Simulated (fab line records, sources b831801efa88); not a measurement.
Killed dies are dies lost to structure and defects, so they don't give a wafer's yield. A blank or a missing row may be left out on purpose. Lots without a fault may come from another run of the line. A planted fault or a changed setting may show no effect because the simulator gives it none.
Split-lot experiment | flow sky130 | 5 lots, 23 wafers read, on a route of 708 steps

THE SPLIT
At SKY_FIELD_ISO_OXIDATION_22 (stabilise 600 s, purge 300 s, target thk 10 nm), the setting ox_time_s was moved away from the recipe's 623 s on 15 of the 23 wafers read, by -12.9% to -4.4%. The other wafers ran this setting at the recipe's value.

The reading is taken at the split's own step.

THE READING
SiO2_of_FIELD_ISO_OXIDATION_22.thk_nm (the simulator's own value, which no gauge read), in nm, at SKY_FIELD_ISO_OXIDATION_22 (stabilise 600 s, purge 300 s, target thk 10 nm). The file gives no usual value for it. The 8 wafers here that ran the recipe average 9.951 nm, standard deviation 0.13 nm.

wafer  | tool, chamber at the split | ox_time_s as run, s | against the recipe | SiO2_of_FIELD_ISO_OXIDATION_22.thk_nm, nm | against lot-mates on the recipe
L074.1 | -, -                       | 623                 | recipe             | 9.968                                     | -
L074.2 | -, -                       | 623                 | recipe             | 9.86                                      | -
L074.3 | -, -                       | 623                 | recipe             | 9.906                                     | -
L074.5 | -, -                       | 623                 | recipe             | 9.784                                     | -
L074.6 | -, -                       | 623                 | recipe             | 9.84                                      | -
L075.1 | -, -                       | 542.4               | -12.9%             | 9.441                                     | no lot-mate on the recipe
L075.3 | -, -                       | 542.4               | -12.9%             | 9.479                                     | no lot-mate on the recipe
L075.4 | -, -                       | 542.4               | -12.9%             | 9.464                                     | no lot-mate on the recipe
L075.5 | -, -                       | 542.4               | -12.9%             | 9.247                                     | no lot-mate on the recipe
L075.6 | -, -                       | 542.4               | -12.9%             | 9.284                                     | no lot-mate on the recipe
L077.1 | -, -                       | 543.7               | -12.7%             | 9.29                                      | no lot-mate on the recipe
L077.2 | -, -                       | 543.7               | -12.7%             | 9.467                                     | no lot-mate on the recipe
L077.4 | -, -                       | 543.7               | -12.7%             | 9.27                                      | no lot-mate on the recipe
L077.5 | -, -                       | 543.7               | -12.7%             | 9.42                                      | no lot-mate on the recipe
L077.6 | -, -                       | 543.7               | -12.7%             | 9.414                                     | no lot-mate on the recipe
L081.1 | furnace-02, 0              | 623                 | recipe             | 10.25                                     | -
L081.3 | furnace-02, 0              | 623                 | recipe             | 9.994                                     | -
L081.4 | furnace-02, 0              | 623                 | recipe             | 10.01                                     | -
L085.1 | -, -                       | 595.4               | -4.4%              | 9.428                                     | no lot-mate on the recipe
L085.2 | -, -                       | 595.4               | -4.4%              | 9.674                                     | no lot-mate on the recipe
L085.3 | -, -                       | 595.4               | -4.4%              | 9.596                                     | no lot-mate on the recipe
L085.4 | -, -                       | 595.4               | -4.4%              | 9.524                                     | no lot-mate on the recipe
L085.5 | -, -                       | 595.4               | -4.4%              | 9.64                                      | no lot-mate on the recipe

THE FIT
A straight line over all 23 wafers: SiO2_of_FIELD_ISO_OXIDATION_22.thk_nm changes by +0.0422 nm for each +1% of ox_time_s; r = +0.88; the points scatter about the line by 0.14 nm.
Too few moved wafers have a lot-mate on the recipe to fit a line with each lot's own level taken away.

THE FILE'S OWN FIT
SiO2_of_FIELD_ISO_OXIDATION_22.thk_nm changes by +0.0422 nm for each +1% of ox_time_s, r = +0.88.
